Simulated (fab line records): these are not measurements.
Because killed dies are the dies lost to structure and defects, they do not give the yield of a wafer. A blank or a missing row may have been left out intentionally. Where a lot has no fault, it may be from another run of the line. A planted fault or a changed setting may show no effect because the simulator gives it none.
Struck lot and sound lot, side by side	flow sky130	26 steps out of a route of 708
Sound: wafers L511.1, L511.2, L511.4. Struck: wafer L519.6 (L519.3, L519.5, from the same lot, were not struck and are left out); the cause is given at the end.
For every step that has rows: the tool of each side, followed by ch and its chambers, followed by its first start. Under that, the readings that differ: sound wafers	struck wafers	difference of the means	sigmas: that difference in standard deviations of wafers without a fault.
alike: readings with means less than 2 such deviations apart, plus words and numbers identical on both sides. not compared: withheld readings, readings lacking a value on some wafer, bounds such as >300 that could conceal the same value, and numbers that have no deviation in the record and whose values overlap.
A row with sigmas, a row that says differs or no value, or rows on one side alone: a step with any of these is where the two part. When numbers do not overlap yet have no deviation, they are printed without sigmas and do not part them. A reading missing from all wafers of one side parts the sides only when that side holds two or more wafers.

first, 9 steps without rows for these wafers: SKY_LI_CONTACT_ETCH_14 (etches BARC in N2/H2, stops on SiO2, time 45.9 s, target depth 60 nm); SKY_LI_CONTACT_ETCH_15 (etches PSG in C4F8/O2/Ar, stops on Si, target depth 600 nm); SKY_LI_CONTACT_STRIP_16 (strips in O2/N2); SKY_LI_CONTACT_CLEAN_17 (cleans in NMP, time 600 s); SKY_LI_CONTACT_PRE_CLEAN_18 (time 5.6 s); SKY_LI_CONTACT_SPUTTER_19 (material Ti, target thk 20 nm, time 106.37 s); SKY_LI_CONTACT_SPUTTER_20 (material TiN, target thk 20 nm, time 80 s); SKY_LI_CONTACT_CVD_21 (deposits W, target thk 400 nm, time 120.56 s); SKY_LI_CONTACT_CMP_24 (polishes, stops on PSG, t overpolish 20 s, target thk 0 nm).
SKY_LOCAL_INTERCONNECT_SPUTTER_00: material TiN, target thk 100 nm, time 83.3 s.
  sound: pvd-sputter-03 at day 29 05:33; struck: pvd-sputter-03 at day 32 04:27
reading	sound	struck	difference	sigmas
model.TiN_of_LOCAL_INTERCONNECT_SPUTTER_00.thk-nm (nm)	99.69 100.8 97.48	134.3	+35.0	
  alike: throttle-valve-pct
SKY_LOCAL_INTERCONNECT_RS_MEAS_01: the measuring method here is four-point-probe.
  sound: film-metro-01 at day 29 05:37; struck: film-metro-04 at day 32 04:33
reading	sound	struck	difference	sigmas
LOCAL_INTERCONNECT_TIN_RS (ohm/sq)	14.20 14.03 14.53	10.40	-3.85	-18
SKY_LOCAL_INTERCONNECT_THK_MEAS_02: measures by xrf.
  sound: film-metro-01 at day 29 05:44; struck: film-metro-04 at day 32 04:39
reading	sound	struck	difference	sigmas
LOCAL_INTERCONNECT_TIN_THK (nm)	98.9 100.0 96.7	133.4	+34.9	+27
then, 9 steps without rows for these wafers: SKY_LOCAL_INTERCONNECT_DEHYDRATE_03 (time 60 s); SKY_LOCAL_INTERCONNECT_HMDS_04 (prime time 60 s); SKY_LOCAL_INTERCONNECT_COAT_05 (resist thk 60 nm); SKY_LOCAL_INTERCONNECT_COAT_06 (resist thk 450 nm); SKY_LOCAL_INTERCONNECT_SOFTBAKE_07 (time 90 s); SKY_LOCAL_INTERCONNECT_EXPOSE_08 (exposes mask LI1M, target cd 170 nm); SKY_LOCAL_INTERCONNECT_PEB_09; SKY_LOCAL_INTERCONNECT_DEVELOP_10 (develop time 60 s); SKY_LOCAL_INTERCONNECT_ETCH_13 (etches BARC in N2/H2, stops on SiO2, time 45.9 s, target depth 60 nm).
SKY_LOCAL_INTERCONNECT_METAL_ETCH_14: etches TiN in Cl2/BCl3, stops on PSG, target depth 110 nm, time 31.4 s.
  sound on rie-metal-02 ch 0,1, day 30 10:48; struck on rie-metal-03 ch 0, day 33 08:06
reading	sound	struck	difference	sigmas
oes-product-au (a.u.)	0.939 0.943 0.931	1.001	+0.063	+7
throttle-valve-pct (%)	21.896 21.890 21.911	21.859	-0.040	-4
  alike: chamber-pressure-mTorr, drypump-motor-current-A
  not compared: rf-hours-counter-h
then, 1 step without rows for these wafers: SKY_LOCAL_INTERCONNECT_STRIP_15 (strips in O2/N2).
SKY_LOCAL_INTERCONNECT_STRIP_16: strips in post etch residue remover, time 1200 s.
  sound on wet-bench-03 ch 1, day 30 10:58; struck on wet-bench-02 ch 2, day 33 08:16
reading	sound	struck	difference	sigmas
model.TiN_of_LOCAL_INTERCONNECT_SPUTTER_00.thk-nm (nm)	99.28 100.4 97.06	133.9	+35.0	
then, 1 step without rows for these wafers: SKY_LOCAL_INTERCONNECT_CLEAN_17 (cleans in IPA, time 180 s).
-- here the record skips 15 days between the struck wafers' starts before and after, leaving off in module LOCAL_INTERCONNECT and picking up in module PAD_OPEN (first step shown: number 708 of the route) --
SKY_PAD_OPEN_PROBE_99:
  sound: prober-01 at day 45 18:19; struck: prober-01 at day 47 23:06
  alike: killed_at_M0_to_M3, killed_at_M4_up, killed-at-contacts, killed-at-front-end, killed-at-other, killed-dies, killed-open, killed-short

== WHERE THEY PART ==
Earliest at SKY_LOCAL_INTERCONNECT_RS_MEAS_01; latest, in this record, at SKY_LOCAL_INTERCONNECT_METAL_ETCH_14. Later steps at which nothing parts them and some readings are alike: SKY_PAD_OPEN_PROBE_99.

WHY: the cause the simulator had injected
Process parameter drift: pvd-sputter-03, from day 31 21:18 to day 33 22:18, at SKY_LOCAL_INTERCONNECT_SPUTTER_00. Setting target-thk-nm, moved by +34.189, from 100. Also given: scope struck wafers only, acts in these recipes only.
